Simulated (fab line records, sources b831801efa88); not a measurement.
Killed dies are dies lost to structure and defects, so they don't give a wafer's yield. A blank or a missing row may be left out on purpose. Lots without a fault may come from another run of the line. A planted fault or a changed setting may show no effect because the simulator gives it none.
Split-lot experiment | flow gf180mcu | 5 lots, 23 wafers read, on a route of 602 steps

THE SPLIT
At GF_M5_EXPOSE_04 (exposes mask Metal5, target cd 280 nm), the setting dose_mj was moved away from the recipe's 28 on 8 of the 23 wafers read, by -4.9% to +5.0%. The other wafers ran this setting at the recipe's value.

FROM THE SPLIT TO THE READING: what the file shows between them, 2 steps
- GF_M5_PEB_05: peb time 90 s
- GF_M5_DEVELOP_06: develop time 60 s

THE READING
cd_nm, in nm, at GF_M5_CD_MEAS_07 (target cd 280 nm). Fault-free wafers of this fab line usually give 279.8 nm, standard deviation 1.3 nm.

wafer  | tool, chamber at the split | dose_mj as run | against the recipe | cd_nm, nm | against lot-mates on the recipe
L074.1 | krf_scanner-02, 0          | 28             | recipe             | 280.6     | -
L074.2 | krf_scanner-02, 0          | 28             | recipe             | 279.6     | -
L074.4 | krf_scanner-02, 0          | 26.75          | -4.5%              | 286.9     | +7.1
L074.5 | krf_scanner-02, 0          | 28             | recipe             | 279.3     | -
L074.6 | krf_scanner-02, 0          | 26.75          | -4.5%              | 287.1     | +7.3
L075.1 | krf_scanner-02, 0          | 28             | recipe             | 278.4     | -
L075.3 | krf_scanner-02, 0          | 29.41          | +5.0%              | 272.3     | -6.4
L075.4 | krf_scanner-02, 0          | 29.41          | +5.0%              | 271.6     | -7.1
L075.5 | krf_scanner-02, 0          | 28             | recipe             | 277.8     | -
L075.6 | krf_scanner-02, 0          | 28             | recipe             | 279.8     | -
L082.1 | krf_scanner-02, 0          | 28.67          | +2.4%              | 277.3     | -2.6
L082.2 | krf_scanner-02, 0          | 28             | recipe             | 279.7     | -
L082.3 | krf_scanner-02, 0          | 28             | recipe             | 280.3     | -
L082.5 | krf_scanner-02, 0          | 28.67          | +2.4%              | 276.2     | -3.7
L082.6 | krf_scanner-02, 0          | 28             | recipe             | 279.6     | -
L083.2 | krf_scanner-02, 0          | 28             | recipe             | 280.3     | -
L083.3 | krf_scanner-02, 0          | 26.62          | -4.9%              | 288.1     | +7.2
L083.4 | krf_scanner-02, 0          | 28             | recipe             | 281.1     | -
L083.5 | krf_scanner-02, 0          | 26.62          | -4.9%              | 286.8     | +5.9
L083.6 | krf_scanner-02, 0          | 28             | recipe             | 281.2     | -
L084.1 | krf_scanner-02, 0          | 28             | recipe             | 279.8     | -
L084.2 | krf_scanner-02, 0          | 28             | recipe             | 281.5     | -
L084.4 | krf_scanner-02, 0          | 28             | recipe             | 281.6     | -

THE FIT
A straight line over all 23 wafers: cd_nm changes by -1.54 nm for each +1% of dose_mj; r = -0.97; the points scatter about the line by 0.94 nm.
The same after taking each lot's own level away (the mean of its wafers on the recipe; 23 wafers): -1.4 nm for each +1%; r = -0.98; scatter 0.67 nm.
On that fit, the largest move of dose_mj shifts the reading by 7.1 nm.
The lots' own levels span 278.67 to 280.97 nm, that is 1.8 times the standard deviation above.
So the lot-to-lot level changes the slope: the two fits differ.
Check: with one of the wafers moved furthest among these (+5.0%) left out of the fit, the line predicts -7.13 nm for it against its lot-mates. It came out at -6.37 nm against them.

OTHER SPLITS ON THESE WAFERS
These wafers also went through other splits before the reading. Each is held against what the fit with the lots' levels taken away leaves over:
other split on the same wafers  | wafers away from the commonest value | r with cd_nm (lot level and that fit taken away)
GF_M4_METAL_ETCH_16 time_s      | 12                                   | -0.15
GF_V4_CMP_04 leave_above_ref_nm | 8                                    | +0.10
GF_V4_ETCH_16 ion_energy_ev     | 4                                    | +0.11
GF_V4_SPUTTER_21 time_s         | 7                                    | +0.35

THE WHOLE CHAIN: every reading that the file lists as answering this split, in the file's order
step             | what it does                                            | reading                                                   | change (the file's fit)              | r (the file's)
GF_M5_CD_MEAS_07 | target cd 280 nm                                        | cd_nm                                                     | -1.4 nm for each +1% of the setting  | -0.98
GF_M5_ETCH_09    | etches Si3N4 in CF4/O2, target depth 52 nm, time 11.6 s | M5.cd_nm (the simulator's own value, which no gauge read) | -1.38 nm for each +1% of the setting | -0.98

THE FILE'S OWN FIT
cd_nm changes by -1.4 nm for each +1% of dose_mj, r = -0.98.
